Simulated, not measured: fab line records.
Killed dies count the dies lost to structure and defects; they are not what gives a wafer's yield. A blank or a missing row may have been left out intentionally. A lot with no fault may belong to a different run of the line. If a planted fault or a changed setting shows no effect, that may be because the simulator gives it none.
Comparing a struck lot with a sound one    flow sky130    44 out of 708 route steps
Sound: these wafers, L154.1, L154.2, L154.5. Wafers L146.2, L146.4 were the ones struck. Last of all comes the cause.
Order at every step that has rows: each side's tool, ch and its chambers, its first start. Under that, the readings that differ: sound wafers    struck wafers    difference of the means    sigmas: that difference in standard deviations of wafers without a fault.
alike: same words and numbers on both sides, and readings whose means sit less than 2 such deviations apart. not compared: any withheld reading, any reading some wafer has no value for, any bound like >300 that may hide the same value, and any number with overlapping values for which the record gives no deviation.
The two part at a step that has a row with sigmas, a row that says differs or no value, or rows on one side only. Numbers that have no deviation but don't overlap get no sigmas and don't part them. Lack of a reading on every wafer of one side parts them only where that side has two or more wafers.

first, 1 step without rows for these wafers: SKY_METAL2_DEVELOP_14 (develop time 60 s).
SKY_METAL2_CD_MEAS_15: target cd 140 nm.
  sound on cd_sem-02, day 40 19:33; struck on cd_sem-02, day 38 20:01
reading     sound              struck       difference  sigmas
cd_nm (nm)  137.6 137.8 136.7  141.2 141.9  +4.2        +3
SKY_METAL2_OVL_MEAS_16:
  sound on overlay-01, day 40 19:40; struck on overlay-02, day 38 20:07
  alike: METAL2_OVL
then, 1 step without rows for these wafers: SKY_METAL2_DESCUM_17 (chemistry O2, time 8 s).
SKY_METAL2_ETCH_18: etches BARC in N2/H2, stops on SiO2, time 45.9 s, target depth 60 nm.
  sound on rie_metal-04 ch 0,1, day 40 19:44; struck on rie_metal-02 ch 0,1, day 38 20:11
  alike: drypump_motor_current_A, h2_flow_sccm, oes_product_au, throttle_valve_pct
  not compared: rf_hours_counter_h
then, 1 step without rows for these wafers: SKY_METAL2_METAL_ETCH_19 (etches the open film in Cl2/BCl3, stops on SiO2, target depth 360 nm, time 78 s).
SKY_METAL2_STRIP_20: strips in O2/N2.
  sound on plasma_asher-01 ch 0,1, day 40 19:53; struck on plasma_asher-04 ch 0,1, day 38 20:20
reading                       sound           struck     difference  sigmas
strip_time_to_endpoint_s (s)  2.64 2.69 2.66  2.75 2.73  +0.08       +2
  alike: drypump_motor_current_A, oes_product_au
  not compared: rf_hours_counter_h
then, 4 steps without rows for these wafers: SKY_METAL2_STRIP_21 (strips in post etch residue remover, time 1200 s); SKY_METAL2_CLEAN_22 (cleans in IPA, time 180 s); SKY_METAL2_CLEAN_23 (cleans in O3/DIW); SKY_VIA2_HDPCVD_00 (deposits SiO2, target thk 1180 nm, time 196.7 s).
SKY_VIA2_THK_MEAS_01:
  sound on film_metro-03, day 40 20:37; struck on film_metro-04, day 38 21:04
  alike: VIA2_HDPCVD_THK
SKY_VIA2_CMP_02: polishes SiO2.
  sound on cmp-02 ch 0,3, day 40 20:44; struck on cmp-01 ch 1,3, day 38 21:10
reading                                   sound              struck       difference  sigmas
model.SiO2_of_VIA2_HDPCVD_00.thk_nm (nm)  497.2 496.2 498.2  445.4 446.3  -51.3       
  alike: motor_current_A
SKY_VIA2_BOW_MEAS_03:
  sound on film_metro-04, day 40 20:59; struck on film_metro-01, day 38 21:26
  alike: VIA2_BOW
then, 8 steps without rows for these wafers: SKY_VIA2_DEHYDRATE_04 (time 60 s); SKY_VIA2_HMDS_05 (prime time 60 s); SKY_VIA2_COAT_06 (resist thk 60 nm); SKY_VIA2_COAT_07 (resist thk 450 nm); SKY_VIA2_SOFTBAKE_08 (time 90 s); SKY_VIA2_EXPOSE_09 (exposes mask VIM2, target cd 200 nm); SKY_VIA2_PEB_10; SKY_VIA2_DEVELOP_11 (develop time 60 s).
SKY_VIA2_CD_MEAS_12: target cd 200 nm.
  sound on cd_sem-01, day 41 20:39; struck on cd_sem-02, day 39 21:40
  alike: cd_nm
SKY_VIA2_OVL_MEAS_13:
  sound on overlay-01, day 41 20:46; struck on overlay-01, day 39 21:46
  alike: VIA2_OVL
SKY_VIA2_ETCH_14: etches BARC in N2/H2, stops on SiO2, time 45.9 s, target depth 60 nm.
  sound on rie_diel-02 ch 0,2, day 41 20:48; struck on rie_diel-04 ch 1,3, day 39 21:48
  alike: drypump_motor_current_A, h2_flow_sccm, oes_product_au, throttle_valve_pct
  not compared: rf_hours_counter_h
SKY_VIA2_ETCH_15: etches SiO2 in C4F8/O2/Ar, stops on TiN, target depth 546 nm, time 84 s.
  sound on rie_diel-02 ch 0,2, day 41 20:51; struck on rie_diel-04 ch 1,3, day 39 21:50
reading                           sound              struck       difference  sigmas
oes_product_au (a.u.)             0.942 0.952 0.943  0.882 0.883  -0.063      -14
model.etch.depth_nm (nm)          497.2 496.2 498.2  445.4 446.3  -51.3       
model.VIA2.feature_depth_nm (nm)  497.2 496.2 498.2  445.4 446.3  -51.3       
  not compared: rf_hours_counter_h
then, 6 steps without rows for these wafers: SKY_VIA2_STRIP_16 (strips in O2/N2); SKY_VIA2_STRIP_17 (strips in post etch residue remover, time 1200 s); SKY_VIA2_CLEAN_18 (cleans in IPA, time 180 s); SKY_VIA2_CLEAN_19 (cleans in O3/DIW); SKY_VIA2_SPUTTER_20 (material TiN, target thk 20 nm, time 80 s); SKY_VIA2_CVD_21 (deposits W, target thk 420 nm, time 126.4 s).
SKY_VIA2_RS_MEAS_22: a four-point-probe measurement.
  sound on film_metro-04, day 41 21:41; struck on film_metro-01, day 39 22:43
  alike: VIA2_W_RS
SKY_VIA2_THK_MEAS_23: measures by xrf.
  sound on film_metro-04, day 41 21:49; struck on film_metro-01, day 39 22:49
  alike: VIA2_W_THK
SKY_VIA2_CMP_24: polishes, stops on SiO2, t overpolish 20 s, target thk 0 nm.
  sound on cmp-01 ch 0,1, day 41 21:52; struck on cmp-01 ch 0,3, day 39 22:55
  alike: motor_current_A
then, 2 steps without rows for these wafers: SKY_METAL3_SPUTTER_00 (material Ti, target thk 15 nm, time 10 s); SKY_METAL3_SPUTTER_01 (material TiN, target thk 20 nm, time 16.7 s).
SKY_METAL3_SPUTTER_02: material AlCu, target thk 735 nm, time 39.1 s.
  sound on pvd_sputter-03, day 41 22:13; struck on pvd_sputter-02, day 39 23:13
  alike: throttle_valve_pct
then, 3 steps without rows for these wafers: SKY_METAL3_SPUTTER_03 (material Ti, target thk 5 nm, time 3.3 s); SKY_METAL3_SPUTTER_04 (material TiN, target thk 70 nm, time 58.3 s); SKY_CAPM_CVD_00 (deposits SiO2, target thk 15.5 nm).
SKY_CAPM_THK_MEAS_01:
  sound on film_metro-04, day 41 22:21; struck on film_metro-03, day 39 23:22
  alike: CAPM_CVD_00_THK
-- the record jumps here: 2 days lie between the struck wafers' starts before and after (it left off in module CAPM and takes up again in module METAL3, whose first step shown is number 532 of the route) --
SKY_METAL3_METAL_ETCH_18: etches the open film in Cl2/BCl3, stops on SiO2, target depth 845 nm, time 183.1 s.
  sound on rie_metal-02 ch 0,1, day 43 20:27; struck on rie_metal-04 ch 1, day 41 23:34
reading                                   sound              struck       difference  sigmas
model.SiO2_of_VIA2_HDPCVD_00.thk_nm (nm)  467.7 466.7 468.8  415.6 416.4  -51.7       
  alike: drypump_motor_current_A, oes_product_au, throttle_valve_pct
  not compared: rf_hours_counter_h
-- the record jumps here: 7 days lie between the struck wafers' starts before and after (it left off in module METAL3 and takes up again in module PAD_OPEN, whose first step shown is number 708 of the route) --
SKY_PAD_OPEN_PROBE_99:
  sound on prober-02, day 50 03:25; struck on prober-01, day 48 17:41
reading              sound    struck  difference  sigmas
killed_at_front_end  14 12 6  20 28   +13         +3
killed_at_other      1 1 1    0 0     -1          -2
  alike: defect_limited_yield, killed_at_M0_to_M3, killed_at_M4_up, killed_at_contacts, killed_dies, killed_open, killed_short, sort_bin_3_pad_short, sort_bin_5_function, sort_bin_6_memory, sort_n_pass, sort_yield_pct

WHERE THEY PART
Last at SKY_PAD_OPEN_PROBE_99 as far as this record goes, first at SKY_METAL2_CD_MEAS_15.

WHY: whatever the simulator had introduced
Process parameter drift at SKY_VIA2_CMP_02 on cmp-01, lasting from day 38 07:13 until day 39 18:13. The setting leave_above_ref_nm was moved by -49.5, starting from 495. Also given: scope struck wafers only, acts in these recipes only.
